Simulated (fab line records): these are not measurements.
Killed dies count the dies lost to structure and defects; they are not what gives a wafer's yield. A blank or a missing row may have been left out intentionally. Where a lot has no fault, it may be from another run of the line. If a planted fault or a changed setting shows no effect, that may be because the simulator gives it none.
Which of the tools did it? | flow sky130 | Sampling: 6 lots, 18 wafers, 2 of 708 route steps

WHAT THE GAUGES SHOWED, per wafer
SKY_POLY_GATE_CD_MEAS_13 targets a cd of 150 nm.
lot  | measured     | on        | cd_nm (nm)
L480 | day 16 21:00 | cd_sem-02 | 150.2 150.3 151.4
L482 | day 17 15:19 | cd_sem-01 | 150.2 148.5 148.7
L484 | day 18 07:44 | cd_sem-01 | 149.0 148.8 147.2
L486 | day 19 11:14 | cd_sem-01 | 148.2 148.8 148.8
L489 | day 20 02:15 | cd_sem-01 | 151.2 150.3 150.7
L498 | day 23 10:47 | cd_sem-01 | 161.5 161.6 161.6 160.9 161.5 162.0

WHAT TOOL EACH LOT RAN ON (gives the tool, then ch and the chambers of the sampled wafers, and finally the start)
lot  | SKY_POLY_GATE_EXPOSE_10
L480 | krf_scanner-01 ch 0, day 16 07:11
L482 | krf_scanner-01 ch 0, day 17 01:08
L484 | krf_scanner-01 ch 0, day 17 17:28
L486 | krf_scanner-02 ch 0, day 18 19:35
L489 | krf_scanner-02 ch 0, day 19 11:18
L498 | krf_scanner-02 ch 0, day 22 20:33
- SKY_POLY_GATE_EXPOSE_10: exposes mask P1M, target cd 150 nm.

THE ANSWER, worked out from the rows above alone
Rule: what is usual is taken from the lots themselves. Put in order of their means at a reading, lots are off if they are a third of the lots or fewer, leave a main group of 4 or more, and stand apart from it by a gap of 3 or more times the standard deviation of the main group's means; of several such gaps the widest counts. A main group is skipped when, at the precision printed for the reading in the tables above, its means are all equal. A lot without any number at a reading at which 4 lots or more have one is off too. Any other lot the step has rows for is counted as sound.
Off: L498 (SKY_POLY_GATE_CD_MEAS_13, cd_nm). The main group has a mean of 149.5 nm with a standard deviation of 1.
A tool fits if, at a process step before that reading, it ran every lot that is off, and no sound lot after the first of them. Gauges at SKY_POLY_GATE_CD_MEAS_13: tried the same way as those tools. Undecided on this evidence; 2 tools fit (krf_scanner-02 at SKY_POLY_GATE_EXPOSE_10, cd_sem-01 at SKY_POLY_GATE_CD_MEAS_13).

WHAT WAS PUT IN BY THE SIMULATOR
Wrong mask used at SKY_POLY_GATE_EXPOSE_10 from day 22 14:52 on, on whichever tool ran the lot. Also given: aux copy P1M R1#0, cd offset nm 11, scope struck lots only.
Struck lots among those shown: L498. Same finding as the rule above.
